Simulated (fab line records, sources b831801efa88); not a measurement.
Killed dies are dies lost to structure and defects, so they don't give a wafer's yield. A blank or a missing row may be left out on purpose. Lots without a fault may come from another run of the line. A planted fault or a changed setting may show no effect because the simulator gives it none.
fab line records | flow sky130
record lots=4 wafers=12 last_day=49
route steps=708 shown VIA1@467 METAL2@483 VIA2@507 PAD_OPEN@708
lots that met no fault: from a run of the same line without faults
start_h: hours from the record's first day to the start of the lot's first wafer shown | wait_h: hours since the lot's step before | " the same as in the row above | L1.1+2: a row that stands for several wafers | - no value, or no start given | * or withheld: withheld | < > ~ a bound
route shown NAME@n: a module of which the file shows steps, and the number in the route of the first | usual: mean/standard deviation of fault-free wafers | same: alike in all rows | chamber/n: place in a boat | sites: the reading at each site | _std_site: their standard deviation | _edge_site: outer sites' mean less inner sites' | radius_mm: how far each site lies from the wafer's centre | mask NAME#n: copy n | behind: the tool/chamber that last shaped the wafer | hold: why the lot was held/for how many hours/how that ended | device: the transistor (n, p or np) that didn't switch | end of line: the same wafers' tests at the end of the route | a step without rows: its recipe alone | killed: dies lost to structure and defects at the first sort, not the wafer's yield | map: a wafer's dies, x killed, . not, _ none there
set.NAME: the setting as run; set.NAME@STEP: as run at that earlier step | model.NAME: the simulator's own value behind a step, which no gauge read
lots at some steps of the route; a table a step, a row a wafer
services: from which hour (start_h, from the record's first day; less than 0 if before it) a tool's chamber was out of use, for how many hours, and why
## steps
# step SKY_VIA1_EXPOSE_09
# recipe mask_id=VIM na=0.8 source_shape=annular sigma_inner=0.55 sigma_outer=0.85 target_cd_nm=150 dose_mj=38
# step SKY_VIA1_PEB_10
# recipe peb_temp_c=withheld peb_time_s=withheld resist=KrF-thick
# step SKY_VIA1_DEVELOP_11
# recipe develop_time_s=60 resist=KrF-thick dev_temp_c=21
# step SKY_VIA1_ETCH_14
# recipe chemistry=N2/H2 target=BARC ion_energy_ev=200 source_w=500 bias_w=100 pressure_mtorr=30 n2_flow_sccm=100 h2_flow_sccm=200 stop_on=SiO2 time_s=45.9 target_depth_a=600
# step SKY_VIA1_ETCH_15
# recipe target=SiO2 chemistry=C4F8/O2/Ar target_depth_nm=351 stop_on=TiN mask_material=KrF-thick source_w=1500 bias_w=1200 pressure_mtorr=40 c4f8_flow_sccm=withheld O2_flow_sccm=6 Ar_flow_sccm=300 time_s=54
# step SKY_VIA1_STRIP_16
# recipe chemistry=O2/N2 power_w=1400 pressure_mtorr=1500 platen_temp_c=withheld o2_flow_sccm=3000 n2_flow_sccm=300 overash_fraction=0.5
# step SKY_VIA1_STRIP_17
# recipe chemistry=post_etch_residue_remover time_s=1200 temp_c=72.5
# step SKY_VIA1_CLEAN_18
# recipe chemistry=IPA time_s=180 temp_c=25
# step SKY_VIA1_CLEAN_19
# recipe chemistry=O3/DIW dry=n2_spin
# step SKY_VIA1_SPUTTER_20
# recipe material=TiN target_thk_nm=20 chamber_pressure_pa=5 power_w=4000 time_s=80
# step SKY_VIA1_CVD_21
# recipe material=W target_thk_nm=270 time_s=80.902 temp_c=400 pressure_torr=40
# usual heater_power_w=870/75
# columns lot.wafer tool chamber start_h wait_h heater_power_w
L242.1 cvd_w-02 1 851.68 0.0 819
L242.3 " 0 " " 918
L242.4 " 1 " " 820
L246.2 cvd_w-01 0 880.40 0.0 933
L246.3 " 0 " " 939
L246.6 " 1 " " 897
L252.2 cvd_w-01 1 925.98 0.0 930
L252.3 " 0 " " 952
L252.4 " 1 " " 928
L253.1 cvd_w-01 0 930.36 0.0 915
L253.3 " 1 " " 899
L253.6 " 1 " " 894
# step SKY_VIA1_CMP_24
# recipe stop_on=SiO2 t_overpolish_s=15 down_force_psi=3.5 platen_rpm=60 target_thk_nm=0 pad_velocity_m_s=0.94248
# step SKY_METAL2_SPUTTER_00
# recipe material=Ti target_thk_nm=15 power_w=3000 time_s=10 chamber_pressure_pa=0.4
# step SKY_METAL2_SPUTTER_01
# recipe material=TiN target_thk_nm=20 power_w=6500 time_s=16.7 chamber_pressure_pa=0.4
# step SKY_METAL2_SPUTTER_02
# recipe material=AlCu target_thk_nm=250 power_w=10600 time_s=13.3 chamber_pressure_pa=0.4
# step SKY_METAL2_SPUTTER_03
# recipe material=Ti target_thk_nm=5 power_w=3000 time_s=3.3 chamber_pressure_pa=0.4
# step SKY_METAL2_SPUTTER_04
# recipe material=TiN target_thk_nm=70 power_w=6500 time_s=58.3 chamber_pressure_pa=0.4
# step SKY_METAL2_DEHYDRATE_07
# recipe temp_c=200 time_s=60
# step SKY_METAL2_HMDS_08
# recipe prime_time_s=60 prime_temp_c=120
# step SKY_METAL2_COAT_09
# recipe resist=BARC temp_c=withheld time_s=withheld spin_rpm=3000 resist_thk_nm=60
# step SKY_METAL2_COAT_10
# recipe resist=KrF-thick spin_rpm=3000 resist_thk_nm=450
# step SKY_METAL2_SOFTBAKE_11
# recipe temp_c=100 time_s=90 resist=KrF-thick
# step SKY_METAL2_EXPOSE_12
# recipe mask_id=MM2 na=0.8 source_shape=annular sigma_inner=0.55 sigma_outer=0.85 target_cd_nm=140 dose_mj=28
# step SKY_METAL2_PEB_13
# recipe peb_temp_c=withheld peb_time_s=withheld resist=KrF-thick
# step SKY_METAL2_DEVELOP_14
# recipe develop_time_s=60 resist=KrF-thick dev_temp_c=21
# step SKY_METAL2_DESCUM_17
# recipe chemistry=O2 source_power_w=150 bias_power_w=0 pressure_mtorr=10 temp_c=40 time_s=8
# step SKY_METAL2_ETCH_18
# recipe chemistry=N2/H2 target=BARC ion_energy_ev=200 bias_w=100 pressure_mtorr=30 n2_flow_sccm=100 h2_flow_sccm=200 icp_w=500 stop_on=SiO2 time_s=45.9 target_depth_a=600
# step SKY_METAL2_METAL_ETCH_19
# recipe target_depth_a=3600 stop_on=SiO2 over_etch_frac=0.3 time_s=78 chemistry=Cl2/BCl3 resist_sidewall_deg=88 pressure_mtorr=10 icp_w=900 bias_w=48.5 Cl2_flow_sccm=60 bcl3_flow_sccm=30
# step SKY_METAL2_STRIP_20
# recipe chemistry=O2/N2 power_w=1400 pressure_mtorr=1500 platen_temp_c=withheld o2_flow_sccm=3000 n2_flow_sccm=300 overash_fraction=0.5
# step SKY_METAL2_STRIP_21
# recipe chemistry=post_etch_residue_remover time_s=1200 temp_c=72.5
# step SKY_METAL2_CLEAN_22
# recipe chemistry=IPA time_s=180 temp_c=25
# step SKY_METAL2_CLEAN_23
# recipe chemistry=O3/DIW dry=n2_spin
# step SKY_VIA2_HDPCVD_00
# recipe material=SiO2 target_thk_nm=1180 sigma_open_frac=0.3 time_s=196.7 temp_c=400 sih4_flow_sccm=60 pressure_mtorr=6
# step SKY_PAD_OPEN_PROBE_99
# usual defect_limited_yield=82.4/1.8 killed_at_M0_to_M3=45/6.8 killed_at_M4_up=3.2/1.6 killed_at_contacts=24/5.1 killed_at_front_end=14/4.4 killed_at_other=0.4/0.65 killed_dies=87/8.8 killed_open=47/7.2 killed_short=39/6.1 sort_bin_3_pad_short=0.9/0.38 sort_bin_5_function=10.4/1.5 sort_bin_6_memory=6.4/1.1 sort_n_pass=405/8.8 sort_yield_pct=82.4/1.8
# same gross_dies=492 killed_at_back_side=0 sort_bin_4_leakage[%]=0 sort_bin_8_speed[%]=0
# columns lot.wafer tool chamber start_h wait_h defect_limited_yield[%] killed_at_M0_to_M3 killed_at_M4_up killed_at_contacts killed_at_front_end killed_at_other killed_dies killed_open killed_short sort_bin_3_pad_short[%] sort_bin_5_function[%] sort_bin_6_memory[%] sort_n_pass sort_yield_pct[%] model.etest.tester.sort_n_pass model.etest.tester.sort_yield_pct model.etest.tester.sort_bin_5_pct model.etest.tester.sort_bin_3_pct
L242.1 prober-01 - 1120.40 0.1 79.3 61 2 24 15 0 102 64 37 0.8 12.2 7.7 390 79.3 390 79.27 12.2 0.813
L242.3 prober-01 - 1120.50 0.2 81.9 47 3 19 19 1 89 54 35 1.0 11.0 6.1 403 81.9 403 81.91 10.98 1.016
L242.4 prober-01 - 1120.55 0.2 81.7 46 2 23 18 1 90 55 34 0.6 8.5 9.1 402 81.7 402 81.71 8.537 0.6098
L246.2 prober-02 - 1144.96 0.1 81.5 41 4 31 15 0 91 38 51 1.0 10.8 6.7 401 81.5 401 81.5 10.77 1.016
L246.3 prober-02 - 1145.01 0.2 81.3 49 3 25 15 0 92 45 45 1.6 10.8 6.3 400 81.3 400 81.3 10.77 1.626
L246.6 prober-02 - 1145.16 0.2 83.9 42 3 22 12 0 79 44 35 0.4 9.1 6.5 413 83.9 413 83.94 9.146 0.4065
L252.2 prober-01 - 1174.52 0.1 77.2 83 2 14 13 0 112 42 28 1.6 15.2 5.9 380 77.2 380 77.24 15.24 1.626
L252.3 prober-01 - 1174.57 0.2 74.0 80 7 18 23 0 128 45 50 2.6 17.7 5.7 364 74.0 364 73.98 17.68 2.642
L252.4 prober-01 - 1174.62 0.2 75.4 80 6 19 16 0 121 47 34 2.0 15.9 6.7 371 75.4 371 75.41 15.85 2.033
L253.1 prober-02 - 1176.83 0.1 79.9 68 4 16 11 0 99 42 26 2.4 11.2 6.5 393 79.9 393 79.88 11.18 2.439
L253.3 prober-02 - 1176.93 0.2 74.8 87 2 26 9 0 124 47 33 2.0 18.3 4.9 368 74.8 368 74.8 18.29 2.033
L253.6 prober-02 - 1177.08 0.2 75.4 79 4 23 15 0 121 44 39 2.2 14.8 7.5 371 75.4 371 75.41 14.84 2.236
# killed by level:class
L242.1 VIA1:geometric_particle:open=22 CONTACT:geometric_particle:open=12 VIA1:geometric_particle:short=10 VIA3:geometric_particle:open=9 FIELD_ISO:geometric_particle:open=6 LOCAL_INTERCONNECT:geometric_particle:short=4 FIELD_ISO:geometric_particle:short=3 POLY_GATE:geometric_particle:short=3
L242.3 VIA1:geometric_particle:open=10 LI_CONTACT:geometric_particle:open=9 FIELD_ISO:geometric_particle:open=7 VIA2:geometric_particle:open=7 METAL1:geometric_particle:short=6 VIA3:geometric_particle:open=6 CONTACT:geometric_particle:short=4 CONTACT:geometric_particle:open=4
L242.4 VIA1:geometric_particle:open=14 CONTACT:geometric_particle:open=9 LI_CONTACT:geometric_particle:open=7 METAL1:geometric_particle:short=7 VIA2:geometric_particle:open=7 VIA3:geometric_particle:open=7 FIELD_ISO:geometric_particle:open=5 FIELD_ISO:geometric_particle:short=5
L246.2 LI_CONTACT:geometric_particle:open=10 CONTACT:geometric_particle:open=10 METAL1:geometric_particle:short=9 POLY_GATE:geometric_particle:short=6 VIA1:geometric_particle:short=6 LI_CONTACT:geometric_particle:short=5 FIELD_ISO:geometric_particle:short=4 VIA1:geometric_particle:open=4
L246.3 CONTACT:geometric_particle:open=9 VIA3:geometric_particle:open=8 METAL1:geometric_particle:short=7 VIA2:geometric_particle:short=7 CONTACT:geometric_particle:short=6 VIA2:geometric_particle:open=6 LI_CONTACT:geometric_particle:open=5 METAL2:geometric_particle:short=5
L246.6 LI_CONTACT:geometric_particle:open=10 VIA1:geometric_particle:open=8 VIA2:geometric_particle:open=8 CONTACT:geometric_particle:open=6 VIA3:geometric_particle:short=6 VIA3:geometric_particle:open=6 FIELD_ISO:geometric_particle:short=4 CONTACT:geometric_particle:short=4
L252.2 VIA1:unspecified=42 VIA2:geometric_particle:open=10 VIA1:geometric_particle:open=9 VIA3:geometric_particle:open=8 POLY_GATE:geometric_particle:short=5 CONTACT:geometric_particle:open=5 FIELD_ISO:geometric_particle:short=4 METAL2:geometric_particle:short=4
L252.3 VIA1:unspecified=32 VIA1:geometric_particle:open=9 FIELD_ISO:geometric_particle:short=8 CONTACT:geometric_particle:open=7 VIA3:geometric_particle:open=7 METAL2:geometric_particle:short=7 METAL4:geometric_particle:short=7 METAL1:geometric_particle:short=6
L252.4 VIA1:unspecified=40 VIA1:geometric_particle:open=11 FIELD_ISO:geometric_particle:open=8 CONTACT:geometric_particle:open=6 VIA2:geometric_particle:open=6 VIA3:geometric_particle:open=5 FIELD_ISO:geometric_particle:short=4 METAL2:geometric_particle:short=4
L253.1 VIA1:unspecified=31 VIA2:geometric_particle:open=7 CONTACT:geometric_particle:open=6 VIA3:geometric_particle:open=6 VIA1:geometric_particle:short=5 VIA1:geometric_particle:open=4 FIELD_ISO:geometric_particle:open=3 LI_CONTACT:geometric_particle:short=3
L253.3 VIA1:unspecified=44 CONTACT:geometric_particle:open=15 VIA1:geometric_particle:open=9 VIA1:geometric_particle:short=7 LI_CONTACT:geometric_particle:open=5 CONTACT:geometric_particle:short=5 VIA2:geometric_particle:open=5 METAL1:geometric_particle:short=4
L253.6 VIA1:unspecified=38 VIA1:geometric_particle:open=10 CONTACT:geometric_particle:open=9 METAL2:geometric_particle:short=8 FIELD_ISO:geometric_particle:open=5 VIA2:geometric_particle:open=5 METAL1:geometric_particle:short=5 LI_CONTACT:geometric_particle:short=4
# map L252.3 (x killed, . not)
__________xxxxxx...x_________
________xxxxxxxx......_______
______x..xxxxxxx...x...x_____
_____....xxxxxxxx.......x____
____......xx.xxx........x.___
___.....x..xx..x.xx........__
__......x..x..x...x......x.._
_....x......x.x.......x..x.x.
_.x....x....x..........x..x..
_x......x....x..x....x...x...
_xx...x...x......x....xxx..x.
_x...xxx.....x..x.....x......
_....x.....x...x...x...xx..x.
_....x.x...x..........x.xx...
_..x.........x........xx.x...
__....x.x....x.....x........_
___x.........x.....x.x.....__
____.x.x.xx...x....x..xx..___
_____.................x..____
______........x..x......_____
________.xx...x...x.x._______
__________.x..x....._________
# map L253.3 (x killed, . not)
__________.........._________
________.............._______
______xx............xx.._____
_____.x.xx...............____
____.x.......x............___
___.....x...........x.xx.x.__
__..............x..x.xxxxx.._
_...x..............xxxxxxxxxx
_......x.xx.......x.xxxxxxxxx
_xx.x.x...x..x.x....x.xxxxx..
_...x.x..x..x.x.x..x.xxxxxx.x
_x...x..x..xx..x......xxxx...
_..x.....x.....x.......xx....
_..x.....xx....x...x.x..x....
_..........x...x...x........x
__........xx.....x.x..x...x._
___.........x.x....x...x...__
____x.xx..x...............___
_____......x......xx..x..____
______.......x.x..x....._____
________........x....._______
__________..xxx...x._________
## services
# columns tool chamber start_h hours kind
cvd_w-02 - 904.00 14.0 pm
cvd_w-02 0 904.00 14.0 vent_cycle
cvd_w-02 1 904.00 14.0 vent_cycle
cvd_w-02 0 918.00 - clean
cvd_w-02 1 918.00 - clean
## key
first_sign step=SKY_PAD_OPEN_PROBE_99 reading=killed_at_M0_to_M3 direction=up sigmas=5.1 usual=45 struck=80
effect step=SKY_PAD_OPEN_PROBE_99 reading=sort_bin_3_pad_short direction=up sigmas=3.5 usual=0.9 struck=2.2 wafers_moved=5
model_effect step=SKY_PAD_OPEN_PROBE_99 value=etest.tester.sort_n_pass without=407.3 struck=374.5
met_at SKY_VIA1_CVD_21
struck_wafers L252.2,L252.3,L252.4,L253.1,L253.3,L253.6
onset_between 880.40 925.98
also_fits time
fault kind=chamber_particle_source tool=cvd_w-01 chamber=- onset_h=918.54 steps=SKY_VIA1_CVD_21 rate_per_visit_cm2=0.44551 end_h=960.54
